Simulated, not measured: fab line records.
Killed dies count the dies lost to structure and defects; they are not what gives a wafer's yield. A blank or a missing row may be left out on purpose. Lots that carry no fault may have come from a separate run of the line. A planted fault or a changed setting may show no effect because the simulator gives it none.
Which of the tools did it? :: flow sky130 :: 36 wafers from 12 lots sampled at 2 of the route's 708 steps

## WHAT THE GAUGES READ, wafer by wafer
SKY_METAL2_OVL_MEAS_16.
lot: L984
measured: day 34 17:46
on: overlay-01
METAL2_OVL (nm): -8 0 -6

lot: L986
measured: day 35 16:37
on: overlay-02
METAL2_OVL (nm): 5 -4 2

lot: L987
measured: day 36 00:38
on: overlay-02
METAL2_OVL (nm): 5 6 4

lot: L988
measured: day 36 07:49
on: overlay-02
METAL2_OVL (nm): -2 2 1

lot: L989
measured: day 36 15:36
on: overlay-02
METAL2_OVL (nm): -7 -7 0

lot: L990
measured: day 36 23:57
on: overlay-02
METAL2_OVL (nm): -7 -2 5

lot: L991
measured: day 37 06:07
on: overlay-01
METAL2_OVL (nm): 1 0 -7

lot: L992
measured: day 37 07:04
on: overlay-01
METAL2_OVL (nm): 0 2 8

lot: L996
measured: day 39 06:31
on: overlay-01
METAL2_OVL (nm): 0 7 7

lot: L999
measured: day 39 18:48
on: overlay-02
METAL2_OVL (nm): 8 0 5

lot: L101
measured: day 41 18:15
on: overlay-02
METAL2_OVL (nm): 9 5 4

lot: L107
measured: day 41 21:48
on: overlay-01
METAL2_OVL (nm): -5 -9 0

## EACH LOT AND THE TOOL THAT RAN IT (in order: tool; ch and the chambers of the sampled wafers; start)
lot: L984
SKY_FIELD_ISO_STRIP_16: plasmaAsher-03 ch 0,1, day 2 04:15

lot: L986
SKY_FIELD_ISO_STRIP_16: plasmaAsher-03 ch 0,1, day 2 19:15

lot: L987
SKY_FIELD_ISO_STRIP_16: plasmaAsher-03 ch 0,1, day 3 00:37

lot: L988
SKY_FIELD_ISO_STRIP_16: plasmaAsher-03 ch 0,1, day 3 03:55

lot: L989
SKY_FIELD_ISO_STRIP_16: plasmaAsher-04 ch 0,1, day 3 10:23

lot: L990
SKY_FIELD_ISO_STRIP_16: plasmaAsher-04 ch 0,1, day 3 14:53

lot: L991
SKY_FIELD_ISO_STRIP_16: plasmaAsher-04 ch 0,1, day 3 17:14

lot: L992
SKY_FIELD_ISO_STRIP_16: plasmaAsher-03 ch 0,1, day 3 20:56

lot: L996
SKY_FIELD_ISO_STRIP_16: plasmaAsher-03 ch 0,1, day 4 19:04

lot: L999
SKY_FIELD_ISO_STRIP_16: plasmaAsher-03 ch 0,1, day 5 11:25

lot: L101
SKY_FIELD_ISO_STRIP_16: plasmaAsher-04 ch 0,1, day 5 21:53

lot: L107
SKY_FIELD_ISO_STRIP_16: plasmaAsher-04 ch 1, day 7 06:35
- SKY_FIELD_ISO_STRIP_16: strips in O2/N2.

## WHAT THE TOOLS THEMSELVES READ (means of the sampled wafers that have a number; where no wafer has one, the mark that the record gives instead)
SKY_FIELD_ISO_STRIP_16.
lot: L984
tool: plasmaAsher-03
drypumpMotorCurrentA (A): 5.9
o2FlowSccm (sccm): 2994
oesProductAu (a.u.): 0.380
stripTimeToEndpointS (s): 3.54

lot: L986
tool: plasmaAsher-03
drypumpMotorCurrentA (A): 5.8
o2FlowSccm (sccm): 2997
oesProductAu (a.u.): 0.375
stripTimeToEndpointS (s): 3.55

lot: L987
tool: plasmaAsher-03
drypumpMotorCurrentA (A): 5.8
o2FlowSccm (sccm): 3000
oesProductAu (a.u.): 0.374
stripTimeToEndpointS (s): 3.54

lot: L988
tool: plasmaAsher-03
drypumpMotorCurrentA (A): 5.8
o2FlowSccm (sccm): 2992
oesProductAu (a.u.): 0.378
stripTimeToEndpointS (s): 3.58

lot: L989
tool: plasmaAsher-04
drypumpMotorCurrentA (A): 5.4
o2FlowSccm (sccm): 3013
oesProductAu (a.u.): 0.373
stripTimeToEndpointS (s): 3.55

lot: L990
tool: plasmaAsher-04
drypumpMotorCurrentA (A): 5.4
o2FlowSccm (sccm): 3005
oesProductAu (a.u.): 0.378
stripTimeToEndpointS (s): 3.57

lot: L991
tool: plasmaAsher-04
drypumpMotorCurrentA (A): 5.4
o2FlowSccm (sccm): 3005
oesProductAu (a.u.): 0.378
stripTimeToEndpointS (s): 3.58

lot: L992
tool: plasmaAsher-03
drypumpMotorCurrentA (A): 5.9
o2FlowSccm (sccm): 2996
oesProductAu (a.u.): 0.377
stripTimeToEndpointS (s): 3.57

lot: L996
tool: plasmaAsher-03
drypumpMotorCurrentA (A): 5.8
o2FlowSccm (sccm): 2994
oesProductAu (a.u.): 0.376
stripTimeToEndpointS (s): 3.57

lot: L999
tool: plasmaAsher-03
drypumpMotorCurrentA (A): 5.9
o2FlowSccm (sccm): 2991
oesProductAu (a.u.): 0.379
stripTimeToEndpointS (s): 3.56

lot: L101
tool: plasmaAsher-04
drypumpMotorCurrentA (A): 5.4
o2FlowSccm (sccm): 3000
oesProductAu (a.u.): 0.380
stripTimeToEndpointS (s): 3.58

lot: L107
tool: plasmaAsher-04
drypumpMotorCurrentA (A): 5.3
o2FlowSccm (sccm): 3013
oesProductAu (a.u.): 0.380
stripTimeToEndpointS (s): 3.59

## THE ANSWER, worked out from the rows above alone
Rule: what is usual is taken from the lots themselves. Put in order of their means at a reading, lots are off if they are a third of the lots or fewer, leave a main group of 4 or more, and stand apart from it by a gap of 3 or more times the standard deviation of the main group's means; of several such gaps the widest counts. If all means in a main group match to the digits the tables above print for the reading, that group is not used. Also off: a lot with no number at a reading for which 4 or more lots have one. Where the step has rows for the other lots, those lots are counted as sound. First the gauges in route order, then the tools' own readings, where a lot's mean is used as printed above. At the first step where some lot is off, the reading lying furthest off is the one used; lots without a number count as furthest.
No lot is off at any reading shown: from this, nothing can be told.

## WHAT THE SIMULATOR PUT IN
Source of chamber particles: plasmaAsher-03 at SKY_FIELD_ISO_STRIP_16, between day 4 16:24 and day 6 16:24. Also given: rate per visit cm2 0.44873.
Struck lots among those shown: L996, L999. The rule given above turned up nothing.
